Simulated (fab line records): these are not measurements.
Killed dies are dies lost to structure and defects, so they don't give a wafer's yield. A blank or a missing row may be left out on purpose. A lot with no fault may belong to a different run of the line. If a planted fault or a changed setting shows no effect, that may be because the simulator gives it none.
A lot that was struck, set against a sound lot | flow sky130 | 18 out of 708 route steps
Sound: these wafers, L178.2, L178.4, L178.6. The struck wafers were L167.1, L167.2, L167.6. At the end, the cause is stated.
Order at every step that has rows: each side's tool, ch and its chambers, its first start. Under that, the readings that differ: sound wafers | struck wafers | difference of the means | sigmas: that difference in standard deviations of wafers without a fault.
alike: same words and numbers on both sides, and readings whose means sit less than 2 such deviations apart. not compared: any withheld reading, any reading some wafer has no value for, any bound like >300 that may hide the same value, and any number with overlapping values for which the record gives no deviation.
Wherever a step has rows on one side only, a row that says differs or no value, or a row with sigmas, the two part there. Numbers that have no deviation but don't overlap get no sigmas and don't part them. Lack of a reading on every wafer of one side parts them only where that side has two or more wafers.

SKY_METAL4_STRIP_19: strips in O2/N2.
  sound on plasma asher-02 ch 0,1, day 47 14:24; struck on plasma asher-02 ch 0,1, day 44 18:58
  alike: drypump motor current A, oes product au, strip time to endpoint s
  not compared: rf hours counter h
then, 4 steps without rows for these wafers: SKY_METAL4_STRIP_20 (strips in post etch residue remover, time 1200 s); SKY_METAL4_CLEAN_21 (cleans in IPA, time 180 s); SKY_METAL4_CLEAN_22 (cleans in O3/DIW); SKY_VIA4_HDPCVD_00 (deposits SiO2, target thk 1750 nm, time 291.7 s).
SKY_VIA4_THK_MEAS_01:
  sound on film metro-04 at day 47 15:14; struck on film metro-04 at day 44 19:50
  alike: VIA4_HDPCVD_THK
SKY_VIA4_CMP_02: polishes SiO2.
  sound on cmp-02 ch 2,3, day 47 15:20; struck on cmp-01 ch 0,3, day 44 19:53
  alike: motor current A, platen rpm
SKY_VIA4_BOW_MEAS_03:
  sound on film metro-04 at day 47 15:36; struck on film metro-04 at day 44 20:11
  alike: VIA4_BOW
then, 4 steps without rows for these wafers: SKY_VIA4_DEHYDRATE_04 (time 60 s); SKY_VIA4_HMDS_05 (prime time 60 s); SKY_VIA4_COAT_06 (resist thk 1140 nm); SKY_VIA4_SOFTBAKE_07 (time 60 s).
SKY_VIA4_EXPOSE_08: exposes mask VIM4, target cd 800 nm.
  sound on iline stepper-01 ch 0, day 48 00:58; struck on iline stepper-02 ch 0, day 45 06:46
  reading              | sound                | struck               | difference | sigmas
  exposure dose mJ cm2 | 131.83 131.92 131.85 | 123.11 123.22 122.98 | -8.76      | -67
  alike: mask
then, 2 steps without rows for these wafers: SKY_VIA4_PEB_09; SKY_VIA4_DEVELOP_10 (develop time 60 s).
SKY_VIA4_OVL_MEAS_11:
  sound on overlay-02 at day 48 10:37; struck on overlay-01 at day 45 17:31
  alike: VIA4_OVL
SKY_VIA4_ETCH_12: etches SiO2 in C4F8/O2/Ar, stops on TiN, target depth 580 nm.
  sound on rie diel-04 ch 1,2, day 48 10:39; struck on rie diel-03 ch 2,3, day 45 17:33
  reading               | sound             | struck            | difference | sigmas
  model.VIA4.cd nm (nm) | 803.1 802.1 803.2 | 776.1 777.5 775.8 | -26.3      |
  alike: oes product au
SKY_VIA4_STRIP_13: strips in O2/N2.
  sound on plasma asher-01 ch 1, day 48 10:43; struck on plasma asher-01 ch 0,1, day 45 17:37
  alike: drypump motor current A, oes product au, strip time to endpoint s
  not compared: rf hours counter h

WHERE THEY PART
Within this record, at SKY_VIA4_EXPOSE_08 only. Later steps at which nothing parts them and some readings are alike: SKY_VIA4_OVL_MEAS_11, SKY_VIA4_ETCH_12, SKY_VIA4_STRIP_13.

WHY: what had been put in by the simulator
Process parameters drifting: iline stepper-02 at SKY_VIA4_EXPOSE_08, beginning at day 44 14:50. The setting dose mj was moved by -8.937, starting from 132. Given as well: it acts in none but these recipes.
